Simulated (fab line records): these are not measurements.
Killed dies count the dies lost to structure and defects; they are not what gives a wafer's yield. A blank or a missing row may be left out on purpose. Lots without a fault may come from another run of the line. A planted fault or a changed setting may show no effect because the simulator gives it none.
Which tool did it? | flow gf180mcu | 13 lots, 39 wafers sampled, at 4 steps of a route of 602

== WHAT EACH GAUGE READ, for each wafer ==
GF_NWELL_OVL_MEAS_07. Usual: NWELL_OVL typically reads -0.4 nm, with standard deviation 1.5.
lot  | measured    | on         | NWELL_OVL (nm)                | flag
L762 | day 3 06:45 | overlay-01 | 2.0 2.7 1.1                   |
L765 | day 4 00:23 | overlay-02 | -1.8 -1.8 -1.5                |
L766 | day 4 05:12 | overlay-02 | 0.7 0.9 1.9                   |
L767 | day 4 10:48 | overlay-01 | -1.3 -1.4 -3.6                |
L769 | day 4 22:33 | overlay-01 | 0.6 -0.5 -2.5                 |
L770 | day 5 01:48 | overlay-02 | 0.4 -0.9 -0.5                 |
L771 | day 5 11:00 | overlay-02 | -1.5 -0.1 -2.3                |
L775 | day 6 07:01 | overlay-01 | 38.4 40.6 39.4 36.9 39.3 38.5 | OFF
L776 | day 6 11:12 | overlay-01 | 38.3 39.6 38.7 37.6 38.9 37.9 | OFF
L779 | day 7 05:11 | overlay-01 | -0.6 -0.7 -0.5                |
L781 | day 7 14:52 | overlay-01 | 0.3 -1.8 -1.6                 |
L783 | day 8 03:45 | overlay-01 | -2.8 -2.2 -1.2                |
L784 | day 8 08:05 | overlay-01 | -0.2 0.8 0.4                  |

GF_CONTACT_THK_MEAS_26: measures by xrf. Usual: CONTACT_W_THK typically reads 303 nm, with standard deviation 3.2.
lot  | measured     | on            | CONTACT_W_THK (nm) | flag
L762 | day 15 23:47 | film_metro-03 | 308 308 312        |
L765 | day 17 06:04 | film_metro-04 | 297 296 299        |
L766 | day 17 11:58 | film_metro-03 | 304 310 304        |
L767 | day 18 01:33 | film_metro-04 | 306 307 302        |
L769 | day 18 22:41 | film_metro-04 | 305 310 311        |
L770 | day 19 04:05 | film_metro-03 | 303 297 300        |
L771 | day 19 18:32 | film_metro-04 | 310 307 307        |
L775 | day 20 22:16 | film_metro-04 | 304 303 304        |
L776 | day 21 04:41 | film_metro-01 | 302 304 305        |
L779 | day 22 09:50 | film_metro-04 | 301 302 301        |
L781 | day 23 01:07 | film_metro-04 | 307 302 303        |
L783 | day 23 18:38 | film_metro-04 | 304 305 305        |
L784 | day 24 00:38 | film_metro-03 | 300 299 301        |

== EACH LOT AND THE TOOL THAT RAN IT (in order: tool; ch and the chambers of the sampled wafers; start) ==
lot  | GF_NWELL_EXPOSE_04                 | GF_VT_IMPLANT_STRIP_09
L762 | iline_stepper-01 ch 0, day 3 00:56 | plasma_asher-03 ch 0,1, day 5 12:50
L765 | iline_stepper-02 ch 0, day 3 17:35 | plasma_asher-03 ch 0,1, day 6 10:07
L766 | iline_stepper-02 ch 0, day 3 22:44 | plasma_asher-03 ch 0,1, day 6 14:59
L767 | iline_stepper-02 ch 0, day 4 04:56 | plasma_asher-01 ch 0,1, day 6 22:10
L769 | iline_stepper-01 ch 0, day 4 16:21 | plasma_asher-02 ch 0,1, day 7 10:52
L770 | iline_stepper-01 ch 0, day 4 19:17 | plasma_asher-03 ch 0,1, day 7 14:19
L771 | iline_stepper-02 ch 0, day 5 03:56 | plasma_asher-02 ch 1, day 8 00:46
L775 | iline_stepper-01 ch 0, day 5 23:48 | plasma_asher-01 ch 0,1, day 9 00:46
L776 | iline_stepper-01 ch 0, day 6 03:49 | plasma_asher-02 ch 1, day 9 05:10
L779 | iline_stepper-02 ch 0, day 6 21:38 | plasma_asher-02 ch 0,1, day 10 02:43
L781 | iline_stepper-02 ch 0, day 7 07:34 | plasma_asher-02 ch 0,1, day 10 12:28
L783 | iline_stepper-02 ch 0, day 7 19:40 | plasma_asher-02 ch 0,1, day 11 02:58
L784 | iline_stepper-02 ch 0, day 8 00:16 | plasma_asher-03 ch 0,1, day 11 08:04
- GF_NWELL_EXPOSE_04: exposes mask Nwell, target cd 860 nm.
- GF_VT_IMPLANT_STRIP_09: strips in O2/N2.

== WHAT THE TOOLS THEMSELVES READ (means of the sampled wafers that have a number; where no wafer has one, the mark that the record gives instead) ==
GF_VT_IMPLANT_STRIP_09. Usual: drypump_motor_current_A 5.8 A, standard deviation 0.6; heater_power_w 316 W, standard deviation 9.9; oes_product_au 0.716 a.u., standard deviation 0.0051; strip_time_to_endpoint_s 12.64 s, standard deviation 0.036.
lot  | tool            | drypump_motor_current_A (A) | heater_power_w (W) | oes_product_au (a.u.) | strip_time_to_endpoint_s (s) | flag
L762 | plasma_asher-03 | 5.2                         | 316                | 0.718                 | 12.63                        |
L765 | plasma_asher-03 | 5.2                         | 316                | 0.714                 | 12.62                        |
L766 | plasma_asher-03 | 5.2                         | 311                | 0.716                 | 12.60                        |
L767 | plasma_asher-01 | 6.3                         | 322                | 0.719                 | 12.70                        |
L769 | plasma_asher-02 | 6.2                         | 309                | 0.716                 | 12.59                        |
L770 | plasma_asher-03 | 5.3                         | 322                | 0.719                 | 12.63                        |
L771 | plasma_asher-02 | 6.5                         | 315                | 0.714                 | 12.58                        |
L775 | plasma_asher-01 | 6.3                         | 325                | 0.721                 | 12.60                        |
L776 | plasma_asher-02 | 6.5                         | 314                | 0.715                 | 12.63                        |
L779 | plasma_asher-02 | 6.2                         | 317                | 0.717                 | 12.65                        |
L781 | plasma_asher-02 | 6.2                         | 310                | 0.716                 | 12.64                        |
L783 | plasma_asher-02 | 6.0                         | 312                | 0.710                 | 12.61                        |
L784 | plasma_asher-03 | 5.2                         | 319                | 0.710                 | 12.68                        |

== THE ANSWER, worked out from the rows above alone ==
Rule: a lot counts as off when the mean over its wafers that have a number is more than 3 standard deviations away from the usual mean. Also off: a lot with no number at a reading for which 4 or more lots have one. The other lots that the step has rows for count as sound. First the gauges in route order, then the tools' own readings, where a lot's mean is used as printed above. At the first step where some lot is off, the reading lying furthest off is the one used; lots without a number count as furthest.
Off: L775, L776, at GF_NWELL_OVL_MEAS_07 (NWELL_OVL).
If a tool, at a process step before that reading, ran all the lots that are off and no sound lot after the first of them, it fits. Those tools and the gauges at GF_NWELL_OVL_MEAS_07 are tried in the same way. One fits: iline_stepper-01 at GF_NWELL_EXPOSE_04. Its last sound lot is L770 (day 4 19:17), its first lot that is off L775 (day 5 23:48): a fault that began between those two fits.

== WHAT THE SIMULATOR HAD INSERTED ==
Scanner matching overlay: iline_stepper-01, from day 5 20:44 on, at GF_NWELL_EXPOSE_04. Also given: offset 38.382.
Shown lots that were struck: L775, L776. The rule given above showed the same thing.
